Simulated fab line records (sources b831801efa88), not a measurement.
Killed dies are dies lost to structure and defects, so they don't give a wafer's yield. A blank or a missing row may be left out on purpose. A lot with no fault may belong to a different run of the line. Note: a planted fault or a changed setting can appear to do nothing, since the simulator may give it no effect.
fab line records	flow sky130
record: lots: 14	wafers: 42	lastDay: 50
route steps=708 shown METAL2@484 VIA2@522 METAL3@534
lots with no fault: from the same line, run without faults
startH: hours from the record's opening day to when the first of the lot's shown wafers began	waitH: hours since the lot's step before	" as in the row above	L1.1+2: one row covering several wafers at once	- no value present, or no start provided	* or withheld: withheld	< > ~ a bound
route shown NAME@n: a module of which the file shows steps, and the number in the route of the first	usual: average and standard deviation across the fault-free wafers	same: alike in all rows	chamber/n: place in a boat	sites: each site's reading	_std_site: how widely they spread, as a standard deviation	_edge_site: mean of outer sites minus mean of inner sites	radiusMm: for every site, how far away it sits from the centre of the wafer	mask NAME#n: copy n	behind: tool/chamber where the wafer was last shaped	hold: what put the lot on hold/how long, in hours/how the hold closed	device: which transistor (n, p or np) failed to switch	end of line: the same wafers' tests at the end of the route	for a step that has no rows: nothing shown but its recipe	killed: not the wafer's yield, but the dies lost to structure and defects at the first sort	map: shows each die of a wafer: x if killed, . if not, _ if none is there
set.NAME: the setting as run; set.NAME@STEP: as run at that earlier step	model.NAME: the simulator's own value behind a step, which no gauge read
route steps across a sampled set of lots; one table per step, one row per wafer
services: when a tool's chamber went out of use (startH, in hours from the record's first day, below 0 if earlier), for how many hours, and the reason
== steps ==
step: SKY_METAL2_SPUTTER_01
recipe: material: TiN	targetThkNm: 20	powerW: 6500	timeS: 16.7	chamberPressurePa: 0.4
usual: cathodeDcPowerW: 6500.0/1.3	throttleValvePct: 29.8/0.74
lot.wafer	tool	chamber	startH	waitH	cathodeDcPowerW	throttleValvePct
L919.3	pvdSputter-04	-	791.07	0.0	6502.0	30.7
L919.5	"	-	"	"	6499.6	30.7
L919.6	"	-	"	"	6500.8	28.9
L920.1	pvdSputter-03	-	803.74	0.0	6500.7	29.2
L920.2	"	-	"	"	6501.0	29.8
L920.5	"	-	"	"	6498.8	29.9
L921.2	pvdSputter-03	-	805.75	0.0	6499.6	29.7
L921.3	"	-	"	"	6499.3	29.9
L921.5	"	-	"	"	6500.4	29.3
L922.1	pvdSputter-03	-	817.45	0.0	6500.7	29.4
L922.4	"	-	"	"	6500.0	28.9
L922.5	"	-	"	"	6502.6	29.8
L923.1	pvdSputter-03	-	820.98	0.0	6501.3	29.1
L923.2	"	-	"	"	6501.2	29.1
L923.5	"	-	"	"	6501.2	29.3
L926.1	pvdSputter-03	-	851.93	0.0	6499.7	28.8
L926.4	"	-	"	"	6498.6	29.2
L926.6	"	-	"	"	6500.1	28.9
L927.3	pvdSputter-01	-	856.67	0.0	6498.0	30.7
L927.5	"	-	"	"	6501.1	30.2
L927.6	"	-	"	"	6499.6	29.2
L928.1	pvdSputter-04	-	880.46	0.0	6499.9	29.2
L928.2	"	-	"	"	6498.6	31.1
L928.5	"	-	"	"	6498.8	30.8
L929.2	pvdSputter-03	-	882.64	0.0	6500.3	29.8
L929.4	"	-	"	"	6498.0	29.0
L929.6	"	-	"	"	6499.0	29.8
L931.3	pvdSputter-01	-	899.87	0.0	6499.0	30.8
L931.4	"	-	"	"	6499.5	31.5
L931.6	"	-	"	"	6498.6	30.8
L933.1	pvdSputter-01	-	905.33	0.0	6500.4	30.7
L933.2	"	-	"	"	6497.4	30.2
L933.5	"	-	"	"	6499.9	29.3
L936.1	pvdSputter-01	-	932.14	0.0	6500.5	30.4
L936.3	"	-	"	"	6498.4	29.2
L936.4	"	-	"	"	6500.3	31.3
L938.1	pvdSputter-01	-	935.28	0.0	6498.7	29.4
L938.2	"	-	"	"	6498.4	30.3
L938.4	"	-	"	"	6498.6	31.5
L942.2	pvdSputter-03	-	964.39	0.0	6500.2	29.4
L942.3	"	-	"	"	6499.4	29.4
L942.4	"	-	"	"	6499.9	30.0
step: SKY_METAL2_DESCUM_17
recipe: chemistry: O2	sourcePowerW: 150	biasPowerW: 0	pressureMtorr: 10	tempC: 40	timeS: 8
usual: drypumpMotorCurrentA: 6.0/0.48	oesProductAu: 1.000/0.0096
lot.wafer	tool	chamber	startH	waitH	drypumpMotorCurrentA	oesProductAu	rfHoursCounterH
L919.3	rieMetal-01	1	817.27	0.0	5.3	1.004	-
L919.5	"	1	"	"	5.3	1.000	-
L919.6	"	0	"	"	6.8	1.001	-
L920.1	rieMetal-02	0	830.43	0.0	6.2	1.017	12
L920.2	"	1	"	"	5.4	0.991	4
L920.5	"	0	"	"	6.2	1.014	-
L921.2	rieMetal-01	1	831.39	0.0	5.3	0.997	1
L921.3	"	0	"	"	6.8	0.995	-
L921.5	"	1	"	"	5.3	1.006	-
L922.1	rieMetal-02	0	843.48	0.0	6.2	1.016	13
L922.4	"	0	"	"	6.2	1.017	-
L922.5	"	0	"	"	6.2	1.013	-
L923.1	rieMetal-01	1	847.36	0.0	5.3	1.008	2
L923.2	"	0	"	"	6.8	0.991	4
L923.5	"	0	"	"	6.8	1.003	-
L926.1	rieMetal-03	1	877.73	0.0	6.1	0.998	5
L926.4	"	0	"	"	6.2	1.013	-
L926.6	"	0	"	"	6.2	1.006	-
L927.3	rieMetal-03	1	882.25	0.0	6.1	0.984	-
L927.5	"	0	"	"	6.2	0.999	-
L927.6	"	1	"	"	6.1	0.994	-
L928.1	rieMetal-01	1	906.66	0.0	5.3	1.013	4
L928.2	"	0	"	"	6.8	0.992	6
L928.5	"	0	"	"	6.7	1.004	-
L929.2	rieMetal-02	1	908.79	0.0	5.4	0.985	8
L929.4	"	1	"	"	5.5	0.977	-
L929.6	"	1	"	"	5.5	0.982	-
L931.3	rieMetal-03	1	925.27	0.0	6.0	1.008	-
L931.4	"	0	"	"	6.2	1.015	-
L931.6	"	1	"	"	6.1	1.005	-
L933.1	rieMetal-02	0	930.46	0.0	6.2	0.991	17
L933.2	"	1	"	"	5.4	0.987	9
L933.5	"	1	"	"	5.4	0.986	-
L936.1	rieMetal-03	1	956.93	0.0	6.1	1.009	9
L936.3	"	1	"	"	6.1	1.015	-
L936.4	"	0	"	"	6.2	1.002	-
L938.1	rieMetal-01	0	960.14	0.0	6.8	1.009	9
L938.2	"	1	"	"	5.3	1.001	7
L938.4	"	1	"	"	5.3	1.007	-
L942.2	rieMetal-01	0	988.38	0.0	6.8	1.000	11
L942.3	"	0	"	"	6.8	0.999	-
L942.4	"	1	"	"	5.3	1.005	-
step: SKY_VIA2_ETCH_15
recipe: target: SiO2	chemistry: C4F8/O2/Ar	targetDepthNm: 546	stopOn: TiN	maskMaterial: KrF-thick	sourceW: 1500	biasW: 1200	pressureMtorr: 40	c4f8FlowSccm: withheld	O2_flow_sccm: 6	Ar_flow_sccm: 300	timeS: 84
usual: biasW: 1200/3.8	chamberPressureMTorr: 40.00/0.038	oesProductAu: 0.939/0.0052
lot.wafer	tool	chamber	startH	waitH	biasW	chamberPressureMTorr	oesProductAu	rfHoursCounterH
L919.3	rieDiel-03	2	844.30	0.0	1201	39.94	0.932	8
L919.5	"	2	"	"	1195	39.99	0.932	-
L919.6	"	1	"	"	1201	40.00	0.938	-
L920.1	rieDiel-04	2	857.20	0.0	1194	40.01	0.941	14
L920.2	"	0	"	"	1204	39.96	0.937	18
L920.5	"	2	"	"	1195	40.03	0.945	-
L921.2	rieDiel-01	1	859.57	0.0	1206	40.02	0.933	21
L921.3	"	3	"	"	1206	40.04	0.931	22
L921.5	"	1	"	"	1204	39.96	0.944	-
L922.1	rieDiel-04	3	870.46	0.0	1197	40.03	0.935	3
L922.4	"	0	"	"	1199	40.08	0.931	18
L922.5	"	0	"	"	1202	39.97	0.941	-
L923.1	rieDiel-01	2	873.95	0.0	1199	40.03	0.941	23
L923.2	"	1	"	"	1198	40.01	0.945	22
L923.5	"	1	"	"	1201	39.94	0.944	-
L926.1	rieDiel-03	3	905.01	0.0	1203	40.03	0.944	16
L926.4	"	2	"	"	1206	40.06	0.940	-
L926.6	"	3	"	"	1205	39.98	0.935	-
L927.3	rieDiel-01	3	909.67	0.0	1201	39.98	0.942	23
L927.5	"	2	"	"	1205	40.03	0.944	-
L927.6	"	1	"	"	1204	40.04	0.934	-
L928.1	rieDiel-01	0	933.56	0.0	1201	39.99	0.944	25
L928.2	"	1	"	"	1201	40.05	0.938	24
L928.5	"	2	"	"	1197	40.07	0.945	-
L929.2	rieDiel-04	3	935.21	0.0	1203	40.02	0.940	5
L929.4	"	1	"	"	1203	40.00	0.936	12
L929.6	"	1	"	"	1202	40.03	0.937	-
L931.3	rieDiel-01	2	951.26	0.0	1195	40.01	0.935	26
L931.4	"	1	"	"	1200	39.96	0.939	24
L931.6	"	1	"	"	1205	39.99	0.944	-
L933.1	rieDiel-01	1	956.75	0.0	1198	40.00	0.936	24
L933.2	"	2	"	"	1198	39.99	0.943	26
L933.5	"	3	"	"	1199	39.99	0.934	-
L936.1	rieDiel-04	0	982.02	0.0	-	-	-	-
L936.3	"	3	"	"	-	-	-	-
L936.4	"	1	"	"	-	-	-	-
L938.1	rieDiel-03	1	985.47	0.0	-	-	-	-
L938.2	"	0	"	"	-	-	-	-
L938.4	"	3	"	"	-	-	-	-
L942.2	rieDiel-04	0	1013.31	0.0	1198	39.98	0.943	22
L942.3	"	3	"	"	1210	40.00	0.943	7
L942.4	"	1	"	"	1200	40.02	0.942	15
step: SKY_VIA2_STRIP_16
recipe: chemistry: O2/N2	powerW: 1400	pressureMtorr: 1500	platenTempC: withheld	o2FlowSccm: 3000	n2FlowSccm: 300	overashFraction: 0.5
usual: drypumpMotorCurrentA: 5.70/0.3	n2FlowSccm: 300.0/0.89	oesProductAu: 0.398/0.0048	stripTimeToEndpointS: 4.045/0.027
lot.wafer	tool	chamber	startH	waitH	drypumpMotorCurrentA	n2FlowSccm	oesProductAu	rfHoursCounterH	stripTimeToEndpointS
L919.3	plasmaAsher-01	0	844.40	0.1	5.57	299.4	0.398	-	3.995
L919.5	"	1	"	"	5.85	299.0	0.401	-	4.018
L919.6	"	0	"	"	5.59	300.4	0.403	-	4.064
L920.1	plasmaAsher-01	0	857.26	0.0	5.61	300.0	0.397	45	4.041
L920.2	"	1	"	"	5.85	299.8	0.407	45	4.055
L920.5	"	1	"	"	5.79	301.5	0.408	-	4.044
L921.2	plasmaAsher-04	1	859.63	0.0	5.79	299.5	0.399	108	4.032
L921.3	"	0	"	"	6.22	300.1	0.401	-	4.106
L921.5	"	0	"	"	6.23	298.7	0.403	-	4.049
L922.1	plasmaAsher-01	1	870.52	0.0	5.84	299.3	0.394	46	4.041
L922.4	"	0	"	"	5.60	301.5	0.395	-	4.050
L922.5	"	1	"	"	5.78	300.8	0.398	-	4.051
L923.1	plasmaAsher-04	0	874.01	0.0	6.22	301.8	0.393	109	4.006
L923.2	"	1	"	"	5.77	299.6	0.398	109	4.013
L923.5	"	1	"	"	5.80	299.6	0.400	-	3.998
L926.1	plasmaAsher-03	1	905.07	0.0	5.71	300.4	0.397	16	4.005
L926.4	"	1	"	"	5.69	300.9	0.388	-	4.022
L926.6	"	1	"	"	5.70	299.5	0.402	-	3.997
L927.3	plasmaAsher-03	0	909.77	0.1	5.14	300.2	0.403	-	4.059
L927.5	"	1	"	"	5.69	299.3	0.396	-	4.011
L927.6	"	0	"	"	5.12	300.2	0.402	-	3.986
L928.1	plasmaAsher-04	0	933.62	0.0	6.23	298.3	0.407	114	4.072
L928.2	"	1	"	"	5.78	301.9	0.399	114	4.025
L928.5	"	1	"	"	5.81	301.1	0.391	-	4.029
L929.2	plasmaAsher-04	1	935.27	0.0	5.76	300.0	0.398	115	4.061
L929.4	"	1	"	"	5.78	300.8	0.400	-	4.015
L929.6	"	0	"	"	6.24	300.1	0.400	-	4.026
L931.3	plasmaAsher-04	1	951.36	0.1	5.80	300.0	0.399	-	4.055
L931.4	"	0	"	"	6.21	300.6	0.392	-	4.038
L931.6	"	1	"	"	5.80	300.1	0.394	-	4.050
L933.1	plasmaAsher-03	0	956.81	0.0	5.13	301.1	0.399	22	4.057
L933.2	"	1	"	"	5.70	300.1	0.392	22	4.023
L933.5	"	1	"	"	5.69	300.7	0.398	-	4.104
L936.1	plasmaAsher-01	0	982.08	0.0	5.61	300.2	0.447	55	5.170
L936.3	"	1	"	"	5.82	301.8	0.443	-	5.222
L936.4	"	0	"	"	5.61	299.9	0.445	-	5.187
L938.1	plasmaAsher-01	1	985.53	0.0	5.84	298.4	0.443	56	5.201
L938.2	"	0	"	"	5.61	299.4	0.450	56	5.214
L938.4	"	0	"	"	5.61	299.7	0.434	-	5.191
L942.2	plasmaAsher-01	0	1013.37	0.0	5.56	300.3	0.411	59	4.069
L942.3	"	0	"	"	5.57	299.3	0.399	-	4.091
L942.4	"	1	"	"	5.83	298.6	0.392	-	4.048
step: SKY_METAL3_SPUTTER_02
recipe: material: AlCu	targetThkNm: 735	powerW: 10600	timeS: 39.1	chamberPressurePa: 0.4
usual: cathodeDcPowerW: 10600/1.7	throttleValvePct: 29.9/0.84
lot.wafer	tool	chamber	startH	waitH	cathodeDcPowerW	throttleValvePct
L919.3	pvdSputter-04	-	845.67	0.0	10601	28.8
L919.5	"	-	"	"	10600	30.7
L919.6	"	-	"	"	10602	29.2
L920.1	pvdSputter-02	-	858.58	0.0	10601	30.2
L920.2	"	-	"	"	10600	28.5
L920.5	"	-	"	"	10600	31.2
L921.2	pvdSputter-03	-	861.01	0.0	10600	29.7
L921.3	"	-	"	"	10597	29.1
L921.5	"	-	"	"	10602	29.9
L922.1	pvdSputter-03	-	871.86	0.0	10601	29.1
L922.4	"	-	"	"	10599	30.0
L922.5	"	-	"	"	10602	29.4
L923.1	pvdSputter-02	-	875.33	0.0	10597	28.7
L923.2	"	-	"	"	10601	30.3
L923.5	"	-	"	"	10601	28.1
L926.1	pvdSputter-03	-	906.39	0.0	10598	29.1
L926.4	"	-	"	"	10600	29.8
L926.6	"	-	"	"	10600	29.0
L927.3	pvdSputter-03	-	911.05	0.0	10600	29.9
L927.5	"	-	"	"	10603	29.9
L927.6	"	-	"	"	10599	28.9
L928.1	pvdSputter-02	-	935.57	0.0	10600	31.2
L928.2	"	-	"	"	10599	30.8
L928.5	"	-	"	"	10600	30.9
L929.2	pvdSputter-02	-	936.68	0.0	10601	30.8
L929.4	"	-	"	"	10599	28.7
L929.6	"	-	"	"	10599	28.4
L931.3	pvdSputter-02	-	952.80	0.0	10597	30.2
L931.4	"	-	"	"	10602	31.3
L931.6	"	-	"	"	10601	30.7
L933.1	pvdSputter-02	-	958.12	0.0	10599	30.8
L933.2	"	-	"	"	10602	28.9
L933.5	"	-	"	"	10599	31.1
L942.2	pvdSputter-04	-	1014.87	0.0	10600	30.9
L942.3	"	-	"	"	10600	29.0
L942.4	"	-	"	"	10600	28.8
== services ==
tool	chamber	startH	hours	kind
rieDiel-03	3	769.88	3.0	repair
rieDiel-04	-	794.95	2.3	repair
rieDiel-03	1	803.07	5.4	repair
rieMetal-02	-	824.26	1.4	pm
rieDiel-04	3	853.37	7.4	repair
rieDiel-01	-	857.77	0.6	repair
rieDiel-01	-	865.98	2.8	pm
pvdSputter-03	0	880.90	-	consumableReplace:kit
pvdSputter-03	0	880.90	18.0	scheduledDown
plasmaAsher-03	-	881.51	2.8	pm
rieDiel-04	0	881.71	4.0	repair
rieDiel-04	3	887.79	5.6	repair
rieDiel-03	0	899.35	15.1	repair
plasmaAsher-01	-	901.30	12.1	repair
plasmaAsher-04	-	903.41	7.3	repair
rieDiel-01	3	921.82	28.7	repair
pvdSputter-03	-	924.89	2.9	repair
rieDiel-04	0	935.67	9.3	repair
pvdSputter-01	-	954.81	4.3	repair
rieMetal-03	0	964.31	4.1	repair
plasmaAsher-01	-	965.54	11.5	repair
rieDiel-03	3	999.98	4.8	repair
plasmaAsher-04	-	1007.79	15.6	pm
rieMetal-02	-	1010.42	26.5	repair
== key ==
firstSign: step: SKY_VIA2_ETCH_15	reading: toolRecord	direction: missing
effect: step: SKY_VIA2_STRIP_16	reading: stripTimeToEndpointS	direction: up	sigmas: 42	usual: *	struck: *
metAt SKY_VIA2_ETCH_15
struckLots L936,L938
laterRowsLeftOut L936.1,L936.3,L936.4,L938.1,L938.2,L938.4
sortLeftOut L936.1,L936.3,L936.4,L938.1,L938.2,L938.4
notActingAt SKY_METAL2_SPUTTER_01,SKY_METAL2_DESCUM_17,SKY_METAL3_SPUTTER_02
onsetBetween 935.21 982.02
fault: kind: skippedStepWhole	tool: rieDiel-03,rieDiel-04	chamber: -	onsetH: 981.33	steps: SKY_VIA2_ETCH_15	scope: struckLotsOnly
sortLeftOut: the simulated sort isn't trusted on such a fault, so these wafers' sort isn't shown, and their yield isn't known
laterRowsLeftOut: the simulator's readings of these wafers behind a module that went badly wrong aren't trusted and aren't shown, but for the sort
